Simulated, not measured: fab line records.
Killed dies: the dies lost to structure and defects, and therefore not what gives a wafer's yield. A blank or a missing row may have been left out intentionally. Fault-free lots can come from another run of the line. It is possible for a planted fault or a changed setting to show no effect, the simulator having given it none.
Which of the tools did it?    flow sky130    12 lots with 36 wafers sampled at 3 steps, on a route of 708 steps

WHAT THE GAUGES READ, wafer by wafer
SKY_CAPM_RS_MEAS_03: a four-point-probe measurement.
lot   measured      on            CAPM_TIN_RS (ohm/sq)
L075  day 37 06:07  filmMetro-04  6.84 6.87 7.04
L077  day 37 07:13  filmMetro-04  6.91 6.85 6.96
L079  day 38 00:46  filmMetro-04  6.92 6.91 6.87
L081  day 38 16:43  filmMetro-01  6.84 6.88 6.87
L083  day 39 08:22  filmMetro-03  7.07 7.03 6.93
L085  day 39 17:25  filmMetro-01  6.82 6.99 6.86
L087  day 40 13:07  filmMetro-01  6.81 6.94 6.76
L089  day 41 00:55  filmMetro-03  6.84 6.81 6.84
L093  day 42 19:29  filmMetro-04  6.90 6.87 6.89
L091  day 42 23:18  filmMetro-01  6.92 6.94 6.92
L092  day 43 02:37  filmMetro-01  6.69 6.73 6.74
L097  day 43 08:37  filmMetro-01  6.95 6.88 6.76

WHAT TOOL EACH LOT RAN ON (gives the tool, then ch and the chambers of the sampled wafers, and finally the start)
lot   SKY_VIA2_CMP_02                SKY_VIA2_CVD_21
L075  cmp-02 ch 1,2, day 36 02:09    cvdW-01 ch 0,1, day 37 05:10
L077  cmp-01 ch 2,3, day 36 03:50    cvdW-01 ch 0,1, day 37 06:16
L079  cmp-01 ch 1,3, day 36 21:48    cvdW-02 ch 1, day 37 23:40
L081  cmp-01 ch 1,2, day 37 14:04    cvdW-02 ch 0,1, day 38 15:44
L083  cmp-01 ch 2,3, day 38 05:25    cvdW-02 ch 0,1, day 39 07:24
L085  cmp-01 ch 0,1,3, day 38 14:23  cvdW-01 ch 0,1, day 39 16:26
L087  cmp-02 ch 0,1, day 39 10:34    cvdW-02 ch 1, day 40 12:08
L089  cmp-01 ch 0,1,2, day 39 22:10  cvdW-01 ch 0,1, day 40 23:58
L093  cmp-02 ch 0,1,3, day 41 16:43  cvdW-02 ch 0,1, day 42 18:32
L091  cmp-02 ch 0,2,3, day 41 20:38  cvdW-02 ch 0,1, day 42 22:20
L092  cmp-01 ch 0,1,3, day 41 23:22  cvdW-01 ch 0, day 43 01:34
L097  cmp-02 ch 0,1,2, day 42 06:44  cvdW-01 ch 0,1, day 43 07:40
- SKY_VIA2_CMP_02: polishes SiO2.
- SKY_VIA2_CVD_21: deposits W, target thk 420 nm, time 126.4 s.

THE ANSWER, worked out from the rows above alone
Rule: the usual values come from the lots themselves. The widest of any qualifying gaps counts: lots, ordered by their means at a reading, are off when they make up no more than a third of the lots, leave a main group of 4 or more, and stand apart from it by 3 or more times the standard deviation of that group's means. The tables above print the reading to a certain number of digits; a main group whose means all agree to those digits is not used. A lot without any number at a reading at which 4 lots or more have one is off too. All remaining lots with rows at the step are treated as sound.
None of the lots is off at any reading shown; this tells nothing.

WHAT THE SIMULATOR HAD PUT IN
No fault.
